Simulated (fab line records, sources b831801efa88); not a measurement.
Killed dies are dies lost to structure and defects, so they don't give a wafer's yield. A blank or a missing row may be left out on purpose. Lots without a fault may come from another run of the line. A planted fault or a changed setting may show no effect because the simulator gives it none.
A struck lot beside a sound one | flow sfq_line | 32 steps out of a route of 325
Sound: wafers L557.1, L557.3, L557.5. Struck: wafers L549.2, L549.3, L549.6. The cause comes at the end.
At each step with rows: each side's tool, then ch and its chambers, then its first start. Under that, the readings that differ: sound wafers | struck wafers | difference of the means | sigmas: that difference in standard deviations of wafers without a fault.
alike: readings whose means differ by less than 2 such deviations, and words and numbers that are the same on both sides. not compared: withheld readings, readings that some wafer has no value for, bounds like >300 that may hide the same value, and numbers for which the record gives no deviation and whose values overlap.
The two part at a step that has a row with sigmas, a row that says differs or no value, or rows on one side only. Numbers that don't overlap but have no deviation are shown without sigmas and don't part them. A reading that every wafer of one side lacks parts them only if that side has two wafers or more.

SFQ_L0_RS_MEAS_901: measures by four-point-probe.
  sound on film_metro-03, day 5 06:34; struck on film_metro-03, day 3 14:35
  alike: L0_MONX_KI_RS
SFQ_L0_THK_MEAS_902: measures by xrf.
  sound on film_metro-03, day 5 06:41; struck on film_metro-03, day 3 14:41
  alike: L0_MONX_KI_THK
then, 6 steps without rows for these wafers: SFQ_TRILAYER_L0_LITHO_COAT_010 (resist thk 62 nm); SFQ_TRILAYER_L0_LITHO_COAT_005 (resist thk 600 nm); SFQ_TRILAYER_L0_LITHO_SOFTBAKE_009; SFQ_TRILAYER_L0_LITHO_EXPOSE_006 (exposes mask L0, target cd 2000 nm); SFQ_TRILAYER_L0_LITHO_PEB_008 (peb time 60 s); SFQ_TRILAYER_L0_LITHO_DEVELOP_007 (time 60 s).
-- the record jumps here: 3 days lie between the struck wafers' starts before and after --
SFQ_TRILAYER_L0_BARC_OPEN_METAL_ETCH_010: etches BARC in O2, target depth 125 nm, time 41.7 s.
  sound on rie_metal-01 ch 0,1, day 8 10:55; struck on rie_metal-01 ch 0,1, day 6 18:19
  alike: drypump_motor_current_A, oes_product_au
  not compared: rf_hours_counter_h
SFQ_TRILAYER_L0_ETCH_METAL_ETCH_008: etches MoNx KI in SF6/O2, stops on SiO2, target depth 50 nm, time 25 s.
  sound on rie_metal-01 ch 0,1, day 8 10:59; struck on rie_metal-01 ch 0,1, day 6 18:23
  alike: drypump_motor_current_A, oes_product_au
  not compared: rf_hours_counter_h
SFQ_TRILAYER_L0_STRIP_STRIP_009: strips in O2.
  sound on rie_metal-01 ch 0,1, day 8 11:02; struck on rie_metal-01 ch 0,1, day 6 18:26
  alike: drypump_motor_current_A, oes_product_au
  not compared: rf_hours_counter_h
then, 1 step without rows for these wafers: SFQ_TRILAYER_L0_STRIP_SOLV_CLEAN_010 (cleans in NMP, time 600 s).
SFQ_TRILAYER_L0_CAP_PECVD_011: deposits SiO2 from SiH4/N2O, time 13.333 s, target thk 60 nm.
  sound on pecvd-03 ch 0,1, day 8 11:48; struck on pecvd-03 ch 0,1,2, day 6 19:13
  no value came back on the struck wafers for chamber_pressure_Torr (Torr), heater_power_outer_w (W), heater_power_w (W), throttle_valve_pct (%); on the sound wafers chamber_pressure_Torr (Torr) reads 2.401 2.410 2.404
then, 6 steps without rows for these wafers: SFQ_TRILAYER_L0_VIA_LITHO_COAT_018 (resist thk 62 nm); SFQ_TRILAYER_L0_VIA_LITHO_COAT_013 (resist thk 650 nm); SFQ_TRILAYER_L0_VIA_LITHO_SOFTBAKE_017; SFQ_TRILAYER_L0_VIA_LITHO_EXPOSE_014 (exposes mask L0V, target cd 700 nm); SFQ_TRILAYER_L0_VIA_LITHO_PEB_016 (peb time 60 s); SFQ_TRILAYER_L0_VIA_LITHO_DEVELOP_015 (time 60 s).
SFQ_L0V_OVL_MEAS_903:
  sound on overlay-01, day 9 12:29; struck on overlay-02, day 7 16:42
  reading      | sound     | struck | difference | sigmas
  L0V_OVL (nm) | -8 -9 -10 | 2 4 5  | +13        | +2
SFQ_TRILAYER_L0_VIA_BARC_OPEN_VIA_ETCH_021: etches BARC in O2, target depth 125 nm, time 41.7 s.
  sound on rie_diel-02 ch 0,3, day 9 12:31; struck on rie_diel-04 ch 0,2,3, day 7 16:44
  alike: drypump_motor_current_A, oes_product_au
  not compared: rf_hours_counter_h
SFQ_TRILAYER_L0_VIA_ETCH_VIA_ETCH_016: etches SiO2 in CHF3, stops on MoNx KI, target depth 80 nm.
  sound on rie_diel-02 ch 0,3, day 9 12:33; struck on rie_diel-04 ch 0,2,3, day 7 16:46
  reading                  | sound             | struck            | difference | sigmas
  oes_product_au (a.u.)    | 0.837 0.829 0.839 | 0.372 0.378 0.378 | -0.459     | -57
  model.etch.depth_nm (nm) | 58.76 58.94 58.78 | 0 0 0             | -59        |
  alike: drypump_motor_current_A
SFQ_TRILAYER_L0_VIA_STRIP_STRIP_017: strips in O2.
  sound on rie_metal-01 ch 0,1, day 9 12:36; struck on rie_metal-02 ch 0,1, day 7 16:49
  alike: drypump_motor_current_A, oes_product_au
  not compared: rf_hours_counter_h
then, 3 steps without rows for these wafers: SFQ_TRILAYER_L0_VIA_STRIP_SOLV_CLEAN_018 (cleans in NMP, time 600 s); SFQ_TRILAYER_M0_DEP_PRE_CLEAN_020 (time 15 s); SFQ_TRILAYER_M0_DEP_SPUTTER_019 (material Nb, target thk 200 nm, time 133.3 s).
SFQ_M0_RS_MEAS_904: measures by four-point-probe.
  sound on film_metro-03, day 9 13:29; struck on film_metro-01, day 7 17:55
  alike: M0_NB_RS
then, 3 steps without rows for these wafers: SFQ_TRILAYER_M0_LITHO_COAT_026 (resist thk 62 nm); SFQ_TRILAYER_M0_LITHO_COAT_021 (resist thk 600 nm); SFQ_TRILAYER_M0_LITHO_SOFTBAKE_025.
SFQ_TRILAYER_M0_LITHO_EXPOSE_022: exposes mask M0, target cd 500 nm.
  sound on krf_scanner-01 ch 0, day 10 12:11; struck on krf_scanner-01, day 8 17:38
  no value came back on the struck wafers for exposure_dose_mJ_cm2, focus_offset_nm (nm); on the sound wafers exposure_dose_mJ_cm2 reads 14.394 14.413 14.404
  alike: mask
then, 1 step without rows for these wafers: SFQ_TRILAYER_M0_LITHO_PEB_024 (peb time 60 s).

WHERE THEY PART
First at SFQ_TRILAYER_L0_CAP_PECVD_011; last, within this record, at SFQ_TRILAYER_M0_LITHO_EXPOSE_022.

WHY: what the simulator had put in
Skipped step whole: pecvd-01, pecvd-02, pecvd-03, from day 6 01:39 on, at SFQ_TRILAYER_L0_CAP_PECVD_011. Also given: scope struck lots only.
